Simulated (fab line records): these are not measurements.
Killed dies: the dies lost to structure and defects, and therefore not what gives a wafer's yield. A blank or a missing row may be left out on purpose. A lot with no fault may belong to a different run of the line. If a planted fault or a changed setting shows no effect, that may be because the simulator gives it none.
Struck lot and sound lot, side by side || flow sky130 || 34 steps out of a route of 708
Sound: the wafers L133.4, L133.5, L133.6. Struck: wafers L144.4, L144.5, L144.6. Last of all comes the cause.
Per side, at each step with rows, come the tool, then ch with its chambers, and then its first start. Under that, the readings that differ: sound wafers || struck wafers || difference of the means || sigmas: that difference in standard deviations of wafers without a fault.
alike: a reading whose means differ by less than 2 such deviations, as well as words and numbers matching on both sides. not compared: withheld readings; readings where some wafer has no value; bounds like >300 that might hide an equal value; numbers whose values overlap and for which the record gives no deviation.
A row with sigmas, a row that says differs or no value, or rows on one side alone: a step with any of these is where the two part. Numbers that don't overlap but have no deviation are shown without sigmas and don't part them. A reading that every wafer of one side lacks parts them only if that side has two wafers or more.

SKY_FIELD_ISO_BOW_MEAS_00:
  sound on filmMetro-03, day 1 10:04; struck on filmMetro-02, day 3 17:05
  alike: INCOMING_BOW
then, 1 step without rows for these wafers: SKY_FIELD_ISO_OXIDATION_01 (stabilise 600 s, purge 300 s, target thk 12 nm).
SKY_FIELD_ISO_THK_MEAS_02:
  sound on filmMetro-02, day 1 11:40; struck on filmMetro-03, day 3 20:00
  alike: FIELD_ISO_OXIDATION_00_THK
SKY_FIELD_ISO_CVD_03: deposits Si3N4 from DCS/NH3, target thk 165 nm, time 2830 s.
  sound on lpcvd-02 ch 0, day 1 11:41; struck on lpcvd-02 ch 1, day 3 20:02
  alike: spikeTcBottomC
SKY_FIELD_ISO_THK_MEAS_04:
  sound on filmMetro-02, day 1 13:31; struck on filmMetro-03, day 3 21:51
{"reading": "FIELD_ISO_CVD_03_THK (nm)", "sound": "165.0 163.9 163.5", "struck": "167.4 167.4 168.2", "difference": "+3.5", "sigmas": "+2"}
then, 8 steps without rows for these wafers: SKY_FIELD_ISO_DEHYDRATE_05 (time 60 s); SKY_FIELD_ISO_HMDS_06 (prime time 60 s); SKY_FIELD_ISO_COAT_07 (resist thk 60 nm); SKY_FIELD_ISO_COAT_08 (resist thk 450 nm); SKY_FIELD_ISO_SOFTBAKE_09 (time 90 s); SKY_FIELD_ISO_EXPOSE_10 (exposes mask FOM, target cd 150 nm); SKY_FIELD_ISO_PEB_11; SKY_FIELD_ISO_DEVELOP_12 (develop time 60 s).
SKY_FIELD_ISO_CD_MEAS_13: the cd target is 150 nm.
  sound on cdSem-02, day 2 03:16; struck on cdSem-02, day 4 13:31
  alike: cdNm
SKY_FIELD_ISO_ETCH_14: etches BARC in N2/H2, stops on SiO2, time 45.9 s, target depth 60 nm.
  sound on rieDiel-04 ch 0,2,3, day 2 03:21; struck on rieDiel-01 ch 2,3, day 4 13:35
  alike: drypumpMotorCurrentA, n2FlowSccm, oesProductAu, throttleValvePct
  not compared: rfHoursCounterH
SKY_FIELD_ISO_ETCH_15: etches the open film in CHF3/O2, stops on Si, target depth 180 nm, time 72 s.
  sound on rieDiel-04 ch 0,2,3, day 2 03:24; struck on rieDiel-01 ch 2,3, day 4 13:37
  alike: drypumpMotorCurrentA, oesProductAu, throttleValvePct
  not compared: rfHoursCounterH
SKY_FIELD_ISO_STRIP_16: strips in O2/N2.
  sound on plasmaAsher-02 ch 0,1, day 2 03:28; struck on plasmaAsher-02 ch 0,1, day 4 13:43
  alike: drypumpMotorCurrentA, n2FlowSccm, oesProductAu, stripTimeToEndpointS
  not compared: rfHoursCounterH
SKY_FIELD_ISO_ETCH_17: etches Si in HBr/Cl2/O2, target depth 342 nm, time 97.7 s.
  sound on rieSi-01 ch 0,2,3, day 2 03:32; struck on rieSi-02 ch 0,3, day 4 13:47
  alike: drypumpMotorCurrentA, heBacksideLeakSccm, oesProductAu, throttleValvePct
  not compared: rfHoursCounterH
then, 5 steps without rows for these wafers: SKY_FIELD_ISO_WET_ETCH_18 (etches Si3N4 in H3PO4, target depth 25 nm, time 286 s); SKY_FIELD_ISO_CLEAN_19 (cleans in SC1/SC2, time 150 s); SKY_FIELD_ISO_CLEAN_20 (cleans in dHF, time 20 s); SKY_FIELD_ISO_WET_ETCH_21 (etches SiO2 in dHF, target depth 20 nm, time 411.6 s); SKY_FIELD_ISO_OXIDATION_22 (stabilise 600 s, purge 300 s, target thk 10 nm).
SKY_FIELD_ISO_THK_MEAS_23:
  sound on filmMetro-02, day 2 05:05; struck on filmMetro-01, day 4 15:25
  alike: FIELD_ISO_OXIDATION_01_THK
then, 1 step without rows for these wafers: SKY_FIELD_ISO_CVD_24 (deposits SiO2, target thk 595 nm, time 99.2 s).
SKY_FIELD_ISO_THK_MEAS_25:
  sound on filmMetro-01, day 2 05:16; struck on filmMetro-02, day 4 15:33
  alike: FIELD_ISO_CVD_24_THK
then, 1 step without rows for these wafers: SKY_FIELD_ISO_ANNEAL_26 (time 1800 s).
SKY_FIELD_ISO_CMP_27: polishes, stops on Si3N4, t overpolish 16 s, target thk 457.8 nm.
  sound on cmp-01 ch 1,2, day 2 08:07; struck on cmp-02 ch 1,2,3, day 4 17:14
  alike: motorCurrentA, overpolishRunS, slurryFilterDpKPa, timeToEndpointS
then, 5 steps without rows for these wafers: SKY_FIELD_ISO_WET_ETCH_28 (etches SiO2 in dHF, target depth 23.7 nm, time 47 s); SKY_FIELD_ISO_WET_ETCH_29 (etches Si3N4 in H3PO4, target depth 160 nm, time 1825 s); SKY_FIELD_ISO_WET_ETCH_30 (etches SiO2 in dHF, target depth 25 nm, time 50 s); SKY_NWELL_CLEAN_00 (cleans in SC1/SC2, time 150 s); SKY_NWELL_OXIDATION_01 (stabilise 600 s, purge 300 s, target thk 10 nm).
-- the record jumps here: 44 days lie between the struck wafers' starts before and after (it left off in module NWELL and takes up again in module PAD_OPEN, whose first step shown is number 708 of the route) --
SKY_PAD_OPEN_PROBE_99:
  sound on prober-02, day 45 13:50; struck on prober-01, day 48 05:26
{"reading": "killedAtFrontEnd", "sound": "12 13 7", "struck": "63 53 54", "difference": "+46", "sigmas": "+11"}
{"reading": "killedDies", "sound": "63 78 68", "struck": "123 121 128", "difference": "+54", "sigmas": "+6"}
  alike: killed_at_M0_to_M3, killed_at_M4_up, killedAtContacts, killedAtOther, killedOpen, killedShort

== WHERE THEY PART ==
Last at SKY_PAD_OPEN_PROBE_99 as far as this record goes, first at SKY_FIELD_ISO_THK_MEAS_04.

WHY: whatever the simulator had introduced
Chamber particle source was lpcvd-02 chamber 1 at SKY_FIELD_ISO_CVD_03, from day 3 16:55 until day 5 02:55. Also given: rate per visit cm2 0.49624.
